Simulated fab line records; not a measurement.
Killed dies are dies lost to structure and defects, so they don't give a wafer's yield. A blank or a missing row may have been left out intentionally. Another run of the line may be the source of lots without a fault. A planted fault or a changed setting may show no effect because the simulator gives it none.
What tool caused it? || flow gf180mcu || 12 lots with 36 wafers sampled at 6 steps, on a route of 602 steps

WHAT EACH GAUGE READ, for each wafer
GF_VT_IMPLANT_TW_MEAS_32.
{"lot": "L199", "measured": "day 6 22:17", "on": "film_metro-04", "VT_IMPLANT_3_TW": "269.2 269.4 270.1"}
{"lot": "L201", "measured": "day 7 12:17", "on": "film_metro-01", "VT_IMPLANT_3_TW": "266.8 266.5 266.2"}
{"lot": "L203", "measured": "day 8 02:54", "on": "film_metro-02", "VT_IMPLANT_3_TW": "267.1 269.2 267.3"}
{"lot": "L204", "measured": "day 8 05:17", "on": "film_metro-04", "VT_IMPLANT_3_TW": "271.4 269.1 268.8"}
{"lot": "L205", "measured": "day 8 12:18", "on": "film_metro-04", "VT_IMPLANT_3_TW": "269.0 269.8 269.7"}
{"lot": "L210", "measured": "day 10 01:15", "on": "film_metro-04", "VT_IMPLANT_3_TW": "270.4 269.4 269.0"}
{"lot": "L213", "measured": "day 10 16:55", "on": "film_metro-04", "VT_IMPLANT_3_TW": "270.8 269.9 269.7"}
{"lot": "L215", "measured": "day 11 05:43", "on": "film_metro-01", "VT_IMPLANT_3_TW": "268.4 269.5 271.0"}
{"lot": "L216", "measured": "day 11 12:01", "on": "film_metro-01", "VT_IMPLANT_3_TW": "269.4 269.1 268.9"}
{"lot": "L219", "measured": "day 12 11:00", "on": "film_metro-02", "VT_IMPLANT_3_TW": "267.2 267.8 266.5"}
{"lot": "L221", "measured": "day 12 20:07", "on": "film_metro-02", "VT_IMPLANT_3_TW": "268.4 269.7 268.2"}
{"lot": "L222", "measured": "day 13 01:38", "on": "film_metro-04", "VT_IMPLANT_3_TW": "269.9 270.7 270.8"}

GF_HV_LDD_OVL_MEAS_32.
{"lot": "L199", "measured": "day 11 13:26", "on": "overlay-01", "HV_LDD_02_OVL (nm)": "0.3 0.8 -0.8"}
{"lot": "L201", "measured": "day 12 05:38", "on": "overlay-02", "HV_LDD_02_OVL (nm)": "-1.2 -0.5 -0.2"}
{"lot": "L203", "measured": "day 12 21:13", "on": "overlay-01", "HV_LDD_02_OVL (nm)": "-1.5 -1.2 -1.3"}
{"lot": "L204", "measured": "day 13 01:59", "on": "overlay-01", "HV_LDD_02_OVL (nm)": "0.0 -1.1 -1.1"}
{"lot": "L205", "measured": "day 13 11:16", "on": "overlay-01", "HV_LDD_02_OVL (nm)": "-2.1 -2.3 -1.7"}
{"lot": "L210", "measured": "day 15 06:42", "on": "overlay-02", "HV_LDD_02_OVL (nm)": "1.2 -2.3 -0.4"}
{"lot": "L213", "measured": "day 16 02:37", "on": "overlay-01", "HV_LDD_02_OVL (nm)": "1.5 1.4 -0.7"}
{"lot": "L215", "measured": "day 16 18:31", "on": "overlay-02", "HV_LDD_02_OVL (nm)": "-1.8 -2.0 1.0"}
{"lot": "L216", "measured": "day 16 22:29", "on": "overlay-02", "HV_LDD_02_OVL (nm)": "-1.4 1.2 1.4"}
{"lot": "L219", "measured": "day 18 02:43", "on": "overlay-01", "HV_LDD_02_OVL (nm)": "-0.1 -0.7 -0.2"}
{"lot": "L221", "measured": "day 18 15:50", "on": "overlay-01", "HV_LDD_02_OVL (nm)": "2.0 -0.3 2.2"}
{"lot": "L222", "measured": "day 18 21:50", "on": "overlay-01", "HV_LDD_02_OVL (nm)": "-2.4 0.9 -2.6"}

GF_HV_LDD_TW_MEAS_38.
{"lot": "L199", "measured": "day 11 14:10", "on": "film_metro-01", "HV_LDD_3_TW": "1443 1442 1442"}
{"lot": "L201", "measured": "day 12 06:23", "on": "film_metro-01", "HV_LDD_3_TW": "1433 1433 1436"}
{"lot": "L203", "measured": "day 12 21:58", "on": "film_metro-03", "HV_LDD_3_TW": "1410 1413 1423"}
{"lot": "L204", "measured": "day 13 02:44", "on": "film_metro-02", "HV_LDD_3_TW": "1392 1399 1397"}
{"lot": "L205", "measured": "day 13 12:10", "on": "film_metro-03", "HV_LDD_3_TW": "1414 1408 1409"}
{"lot": "L210", "measured": "day 15 07:29", "on": "film_metro-03", "HV_LDD_3_TW": "1440 1444 1443"}
{"lot": "L213", "measured": "day 16 03:20", "on": "film_metro-03", "HV_LDD_3_TW": "1431 1429 1431"}
{"lot": "L215", "measured": "day 16 19:15", "on": "film_metro-01", "HV_LDD_3_TW": "1432 1436 1423"}
{"lot": "L216", "measured": "day 16 23:13", "on": "film_metro-03", "HV_LDD_3_TW": "1427 1431 1434"}
{"lot": "L219", "measured": "day 18 03:27", "on": "film_metro-02", "HV_LDD_3_TW": "1435 1441 1437"}
{"lot": "L221", "measured": "day 18 16:34", "on": "film_metro-01", "HV_LDD_3_TW": "1437 1431 1433"}
{"lot": "L222", "measured": "day 18 22:35", "on": "film_metro-03", "HV_LDD_3_TW": "1432 1441 1431"}

GF_HV_LDD_RS_MEAS_53: a four-point-probe measurement.
{"lot": "L199", "measured": "day 12 10:05", "on": "film_metro-02", "HV_LDD_RS (ohm/sq)": "420.2 420.0 419.8"}
{"lot": "L201", "measured": "day 13 02:09", "on": "film_metro-03", "HV_LDD_RS (ohm/sq)": "420.3 419.0 419.0"}
{"lot": "L203", "measured": "day 13 17:58", "on": "film_metro-01", "HV_LDD_RS (ohm/sq)": "423.2 424.1 423.5"}
{"lot": "L204", "measured": "day 13 22:42", "on": "film_metro-01", "HV_LDD_RS (ohm/sq)": "423.3 423.9 423.4"}
{"lot": "L205", "measured": "day 14 09:05", "on": "film_metro-01", "HV_LDD_RS (ohm/sq)": "422.5 422.7 422.5"}
{"lot": "L210", "measured": "day 16 04:47", "on": "film_metro-03", "HV_LDD_RS (ohm/sq)": "418.8 419.7 420.1"}
{"lot": "L213", "measured": "day 17 01:43", "on": "film_metro-01", "HV_LDD_RS (ohm/sq)": "417.2 416.8 417.3"}
{"lot": "L215", "measured": "day 17 19:40", "on": "film_metro-01", "HV_LDD_RS (ohm/sq)": "418.7 418.1 418.4"}
{"lot": "L216", "measured": "day 17 23:23", "on": "film_metro-03", "HV_LDD_RS (ohm/sq)": "418.6 417.4 417.7"}
{"lot": "L219", "measured": "day 19 04:07", "on": "film_metro-01", "HV_LDD_RS (ohm/sq)": "418.2 417.9 418.4"}
{"lot": "L221", "measured": "day 19 17:29", "on": "film_metro-01", "HV_LDD_RS (ohm/sq)": "419.3 418.5 418.8"}
{"lot": "L222", "measured": "day 19 23:27", "on": "film_metro-02", "HV_LDD_RS (ohm/sq)": "418.7 418.9 418.6"}

TOOL THAT RAN EACH LOT (tool first, then ch and the chambers of the sampled wafers, then the start)
{"lot": "L199", "GF_HV_LDD_STRIP_10": "plasma_asher-02 ch 0,1, day 10 00:58", "GF_HV_LDD_IMPLANT_35": "implanter-01 ch 0, day 11 13:46"}
{"lot": "L201", "GF_HV_LDD_STRIP_10": "plasma_asher-01 ch 0,1, day 10 16:34", "GF_HV_LDD_IMPLANT_35": "implanter-01 ch 0, day 12 06:01"}
{"lot": "L203", "GF_HV_LDD_STRIP_10": "plasma_asher-02 ch 0,1, day 11 07:05", "GF_HV_LDD_IMPLANT_35": "implanter-01 ch 0, day 12 21:34"}
{"lot": "L204", "GF_HV_LDD_STRIP_10": "plasma_asher-01 ch 0,1, day 11 11:35", "GF_HV_LDD_IMPLANT_35": "implanter-01 ch 0, day 13 02:22"}
{"lot": "L205", "GF_HV_LDD_STRIP_10": "plasma_asher-02 ch 0,1, day 11 19:51", "GF_HV_LDD_IMPLANT_35": "implanter-01 ch 0, day 13 11:37"}
{"lot": "L210", "GF_HV_LDD_STRIP_10": "plasma_asher-02 ch 0, day 13 13:22", "GF_HV_LDD_IMPLANT_35": "implanter-02 ch 0, day 15 07:04"}
{"lot": "L213", "GF_HV_LDD_STRIP_10": "plasma_asher-02 ch 1, day 14 06:49", "GF_HV_LDD_IMPLANT_35": "implanter-03 ch 0, day 16 02:56"}
{"lot": "L215", "GF_HV_LDD_STRIP_10": "plasma_asher-04 ch 1, day 14 22:15", "GF_HV_LDD_IMPLANT_35": "implanter-01 ch 0, day 16 18:52"}
{"lot": "L216", "GF_HV_LDD_STRIP_10": "plasma_asher-04 ch 0,1, day 15 02:11", "GF_HV_LDD_IMPLANT_35": "implanter-01 ch 0, day 16 22:50"}
{"lot": "L219", "GF_HV_LDD_STRIP_10": "plasma_asher-02 ch 0,1, day 16 05:23", "GF_HV_LDD_IMPLANT_35": "implanter-02 ch 0, day 18 03:04"}
{"lot": "L221", "GF_HV_LDD_STRIP_10": "plasma_asher-04 ch 0,1, day 16 16:37", "GF_HV_LDD_IMPLANT_35": "implanter-01 ch 0, day 18 16:11"}
{"lot": "L222", "GF_HV_LDD_STRIP_10": "plasma_asher-01 ch 0,1, day 16 22:40", "GF_HV_LDD_IMPLANT_35": "implanter-01 ch 0, day 18 22:14"}
- GF_HV_LDD_STRIP_10: strips in O2/N2.
- GF_HV_LDD_IMPLANT_35

WHAT THE TOOLS THEMSELVES READ (means of the sampled wafers that have a number; where no wafer has one, the mark that the record gives instead)
GF_HV_LDD_STRIP_10.
{"lot": "L199", "tool": "plasma_asher-02", "drypump_motor_current_A (A)": 5.9, "heater_power_w (W)": 350, "oes_product_au (a.u.)": 0.717, "strip_time_to_endpoint_s (s)": 12.61}
{"lot": "L201", "tool": "plasma_asher-01", "drypump_motor_current_A (A)": 5.3, "heater_power_w (W)": 338, "oes_product_au (a.u.)": 0.721, "strip_time_to_endpoint_s (s)": 12.61}
{"lot": "L203", "tool": "plasma_asher-02", "drypump_motor_current_A (A)": 5.6, "heater_power_w (W)": 356, "oes_product_au (a.u.)": 0.716, "strip_time_to_endpoint_s (s)": 12.69}
{"lot": "L204", "tool": "plasma_asher-01", "drypump_motor_current_A (A)": 5.3, "heater_power_w (W)": 342, "oes_product_au (a.u.)": 0.714, "strip_time_to_endpoint_s (s)": 12.59}
{"lot": "L205", "tool": "plasma_asher-02", "drypump_motor_current_A (A)": 5.8, "heater_power_w (W)": 341, "oes_product_au (a.u.)": 0.723, "strip_time_to_endpoint_s (s)": 12.58}
{"lot": "L210", "tool": "plasma_asher-02", "drypump_motor_current_A (A)": 5.4, "heater_power_w (W)": 365, "oes_product_au (a.u.)": 0.714, "strip_time_to_endpoint_s (s)": 12.59}
{"lot": "L213", "tool": "plasma_asher-02", "drypump_motor_current_A (A)": 6.0, "heater_power_w (W)": 336, "oes_product_au (a.u.)": 0.715, "strip_time_to_endpoint_s (s)": 12.65}
{"lot": "L215", "tool": "plasma_asher-04", "drypump_motor_current_A (A)": 5.6, "heater_power_w (W)": 355, "oes_product_au (a.u.)": 0.718, "strip_time_to_endpoint_s (s)": 12.66}
{"lot": "L216", "tool": "plasma_asher-04", "drypump_motor_current_A (A)": 5.7, "heater_power_w (W)": 390, "oes_product_au (a.u.)": 0.714, "strip_time_to_endpoint_s (s)": 12.63}
{"lot": "L219", "tool": "plasma_asher-02", "drypump_motor_current_A (A)": 5.6, "heater_power_w (W)": 360, "oes_product_au (a.u.)": 0.715, "strip_time_to_endpoint_s (s)": 12.64}
{"lot": "L221", "tool": "plasma_asher-04", "drypump_motor_current_A (A)": 5.7, "heater_power_w (W)": 396, "oes_product_au (a.u.)": 0.721, "strip_time_to_endpoint_s (s)": 12.62}
{"lot": "L222", "tool": "plasma_asher-01", "drypump_motor_current_A (A)": 5.3, "heater_power_w (W)": 340, "oes_product_au (a.u.)": 0.716, "strip_time_to_endpoint_s (s)": 12.61}

GF_HV_LDD_IMPLANT_35.
{"lot": "L199", "tool": "implanter-01", "beam_on_s (s)": 10.05, "faraday_current_uA": 42.1}
{"lot": "L201", "tool": "implanter-01", "beam_on_s (s)": 9.94, "faraday_current_uA": 42.6}
{"lot": "L203", "tool": "implanter-01", "beam_on_s (s)": 7.48, "faraday_current_uA": 56.5}
{"lot": "L204", "tool": "implanter-01", "beam_on_s (s)": 7.69, "faraday_current_uA": 55.0}
{"lot": "L205", "tool": "implanter-01", "beam_on_s (s)": 7.80, "faraday_current_uA": 54.3}
{"lot": "L210", "tool": "implanter-02", "beam_on_s (s)": 10.22, "faraday_current_uA": 41.3}
{"lot": "L213", "tool": "implanter-03", "beam_on_s (s)": 9.80, "faraday_current_uA": 43.0}
{"lot": "L215", "tool": "implanter-01", "beam_on_s (s)": 9.84, "faraday_current_uA": 43.0}
{"lot": "L216", "tool": "implanter-01", "beam_on_s (s)": 9.79, "faraday_current_uA": 43.2}
{"lot": "L219", "tool": "implanter-02", "beam_on_s (s)": 9.92, "faraday_current_uA": 42.5}
{"lot": "L221", "tool": "implanter-01", "beam_on_s (s)": 9.87, "faraday_current_uA": 42.7}
{"lot": "L222", "tool": "implanter-01", "beam_on_s (s)": 10.09, "faraday_current_uA": 42.0}

THE ANSWER, worked out from the rows above alone
Rule: usual is defined by the lots themselves. Put in order of their means at a reading, lots are off if they are a third of the lots or fewer, leave a main group of 4 or more, and stand apart from it by a gap of 3 or more times the standard deviation of the main group's means; of several such gaps the widest counts. If all means in a main group match to the digits the tables above print for the reading, that group is not used. A lot without any number at a reading at which 4 lots or more have one is off too. Where the step has rows for the other lots, those lots are counted as sound. Order of review: gauges by route order, followed by the tools' own readings, for which a lot's mean as printed above is used. The first step at which some lot is off is used, and at that step the reading that is off furthest; a lot without a number counts as furthest.
Off: at GF_HV_LDD_TW_MEAS_38 (HV_LDD_3_TW), L203, L204, L205. The main group: mean 1435, standard deviation 4.5.
If a tool, at a process step before that reading, ran all the lots that are off and no sound lot after the first of them, it fits. Not tried: the gauges at GF_HV_LDD_TW_MEAS_38; whatever is off there is also off at GF_HV_LDD_RS_MEAS_53, on other tools, and gauge error can't account for it. None of those tried fits.

WHAT THE SIMULATOR HAD INSERTED
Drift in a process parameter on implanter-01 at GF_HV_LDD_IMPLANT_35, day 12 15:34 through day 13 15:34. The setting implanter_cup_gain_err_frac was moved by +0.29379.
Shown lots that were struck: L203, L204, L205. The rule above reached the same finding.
